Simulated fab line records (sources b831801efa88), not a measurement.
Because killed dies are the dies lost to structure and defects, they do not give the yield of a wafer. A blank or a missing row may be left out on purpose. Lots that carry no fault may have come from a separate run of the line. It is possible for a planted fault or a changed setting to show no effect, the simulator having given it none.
Split-lot study | flow sky130 | 23 wafers read from 5 lots, route of 708 steps

== SPLIT DETAILS ==
At SKY_VIA2_DEVELOP_11 (develop time 60 s), the setting dev_temp_c was moved away from the recipe's 21 C on 8 of the 23 wafers read, by -16.0% to +15.7%. For the rest of the wafers, this setting stayed at what the recipe calls for.

Split to reading: the file shows no intervening step.

== THE READING ==
Shown in nm: cd_nm at SKY_VIA2_CD_MEAS_12, with target cd 200 nm. Fault-free wafers of this fab line usually give 199.3 nm, standard deviation 1.3 nm.

wafer  | tool, chamber at the split | dev_temp_c as run, C | against the recipe | cd_nm, nm | against lot-mates on the recipe
L074.1 | litho_track-03, 0          | 17.63                | -16.0%             | 196.8     | -3.2
L074.2 | litho_track-03, 0          | 17.63                | -16.0%             | 197.9     | -2.2
L074.3 | litho_track-03, 0          | 17.63                | -16.0%             | 196.7     | -3.4
L074.5 | litho_track-03, 0          | 21                   | recipe             | 200.3     | -
L074.6 | litho_track-03, 0          | 21                   | recipe             | 199.8     | -
L075.1 | litho_track-03, 0          | 21                   | recipe             | 199.5     | -
L075.3 | litho_track-03, 0          | 21                   | recipe             | 199.3     | -
L075.4 | litho_track-03, 0          | 21                   | recipe             | 198.8     | -
L075.5 | litho_track-03, 0          | 21                   | recipe             | 200.1     | -
L075.6 | litho_track-03, 0          | 21                   | recipe             | 198.4     | -
L077.1 | litho_track-01, 0          | 22.52                | +7.2%              | 199.8     | +2.7
L077.2 | litho_track-01, 0          | 22.52                | +7.2%              | 199.8     | +2.7
L077.4 | litho_track-01, 0          | 21                   | recipe             | 196.8     | -
L077.5 | litho_track-01, 0          | 21                   | recipe             | 197.5     | -
L077.6 | litho_track-01, 0          | 21                   | recipe             | 197.1     | -
L081.1 | litho_track-03, 0          | 21                   | recipe             | 197.2     | -
L081.3 | litho_track-03, 0          | 21                   | recipe             | 198.4     | -
L081.4 | litho_track-03, 0          | 21                   | recipe             | 197.7     | -
L085.1 | litho_track-01, 0          | 24.3                 | +15.7%             | 203.9     | +3.2
L085.2 | litho_track-01, 0          | 24.3                 | +15.7%             | 203.8     | +3.1
L085.3 | litho_track-01, 0          | 21                   | recipe             | 201.6     | -
L085.4 | litho_track-01, 0          | 24.3                 | +15.7%             | 203.3     | +2.6
L085.5 | litho_track-01, 0          | 21                   | recipe             | 199.8     | -

THE FIT
A straight line over all 23 wafers: cd_nm changes by +0.197 nm for each +1% of dev_temp_c; r = +0.78; the points scatter about the line by 1.4 nm.
The same after taking each lot's own level away (the mean of its wafers on the recipe; 23 wafers): +0.196 nm for each +1%; r = +0.94; scatter 0.64 nm.
Per that fit: largest dev_temp_c move, reading shift of 3.1 nm.
The span of the lots' own levels, 197.13 to 200.70 nm, comes to 2.7 times the standard deviation stated above.
So the lot-to-lot level blurs the effect unless lot-mates are compared.
Check: for one of the wafers moved furthest among these (-16.0%), held out of the fit, the line's prediction against its lot-mates is -2.96 nm. It came out at -3.25 nm against them.

== THE OTHER SPLITS THESE WAFERS WENT THROUGH ==
These wafers also went through other splits before the reading. Each is held against what the fit with the lots' levels taken away leaves over:
other split on the same wafers               | wafers away from the commonest value | r with cd_nm (lot level and that fit taken away)
SKY_LOCAL_INTERCONNECT_SPUTTER_00 time_s     | 9                                    | +0.20
SKY_LOCAL_INTERCONNECT_EXPOSE_08 dose_mj     | 9                                    | +0.06
SKY_LOCAL_INTERCONNECT_ETCH_13 ion_energy_ev | 8                                    | +0.06
SKY_CONTACT_CMP_04 leave_above_ref_nm        | 6                                    | -0.16
SKY_CONTACT_EXPOSE_11 dose_mj                | 11                                   | -0.29
SKY_METAL1_SPUTTER_00 time_s                 | 8                                    | -0.23
SKY_METAL1_ETCH_18 icp_w                     | 9                                    | -0.24
SKY_VIA1_ETCH_15 time_s                      | 6                                    | -0.05

== THE FILE'S OWN FIT ==
cd_nm changes by +0.202 nm for each +1% of dev_temp_c, r = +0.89.
